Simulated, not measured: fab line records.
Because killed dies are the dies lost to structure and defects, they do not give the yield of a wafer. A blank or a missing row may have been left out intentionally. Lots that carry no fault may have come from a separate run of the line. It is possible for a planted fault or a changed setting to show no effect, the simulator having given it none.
Which tool was responsible? ; flow gf180mcu ; 18 wafers from 6 lots sampled at 4 of the route's 602 steps

WHAT THE GAUGES READ, wafer by wafer
GF_CONTACT_RS_MEAS_25: uses a four-point probe to measure.
lot;measured;on;CONTACT_W_RS (ohm/sq)
L965;day 16 16:25;film-metro-04;0.378 0.382 0.383
L967;day 17 06:20;film-metro-01;0.380 0.381 0.383
L970;day 18 09:11;film-metro-01;43.640 43.849 43.641
L980;day 22 02:34;film-metro-01;0.386 0.386 0.389
L985;day 23 16:30;film-metro-01;0.386 0.386 0.391
L987;day 24 00:17;film-metro-04;0.377 0.382 0.377

TOOL THAT RAN EACH LOT (tool first, then ch and the chambers of the sampled wafers, then the start)
lot;GF_SALICIDE_RTA_08;GF_CONTACT_ETCH_16;GF_CONTACT_CVD_24
L965;rtp-anneal-02 ch 0, day 15 16:48;rie-diel-01 ch 0,1,2, day 16 15:43;cvd-w-02 ch 0,1, day 16 16:17
L967;rtp-anneal-02 ch 0, day 16 06:06;rie-diel-03 ch 1,2, day 17 05:37;cvd-w-02 ch 0,1, day 17 06:13
L970;rtp-anneal-01 ch 0, day 17 08:34;rie-diel-01 ch 0,3, day 18 08:26;cvd-w-01 ch 0,1, day 18 09:05
L980;rtp-anneal-02 ch 0, day 21 01:40;rie-diel-01 ch 0,2, day 22 01:53;cvd-w-01 ch 0,1, day 22 02:28
L985;rtp-anneal-02 ch 0, day 22 18:03;rie-diel-03 ch 0,1,3, day 23 15:41;cvd-w-01 ch 0,1, day 23 16:21
L987;rtp-anneal-01 ch 0, day 23 00:25;rie-diel-04 ch 1,2,3, day 23 23:35;cvd-w-01 ch 0,1, day 24 00:11
- GF_SALICIDE_RTA_08: time 30 s.
- GF_CONTACT_ETCH_16: etches BARC in N2/H2.
- GF_CONTACT_CVD_24: deposits W, target thk 300 nm, time 90.339 s.

THE ANSWER, worked out from the rows above alone
Rule: what is usual is taken from the lots themselves. The widest of any qualifying gaps counts: lots, ordered by their means at a reading, are off when they make up no more than a third of the lots, leave a main group of 4 or more, and stand apart from it by 3 or more times the standard deviation of that group's means. The tables above print the reading to a certain number of digits; a main group whose means all agree to those digits is not used. A lot without any number at a reading at which 4 lots or more have one is off too. The other lots that the step has rows for count as sound.
Off: L970, at GF_CONTACT_RS_MEAS_25 (CONTACT_W_RS). Main group: mean 0.383 ohm/sq, sd 0.0036.
If a tool, at a process step before that reading, ran all the lots that are off and no sound lot after the first of them, it fits. The gauges at GF_CONTACT_RS_MEAS_25 are tried like those tools. No candidate that was tried fits.

WHAT HAD BEEN PUT IN BY THE SIMULATOR
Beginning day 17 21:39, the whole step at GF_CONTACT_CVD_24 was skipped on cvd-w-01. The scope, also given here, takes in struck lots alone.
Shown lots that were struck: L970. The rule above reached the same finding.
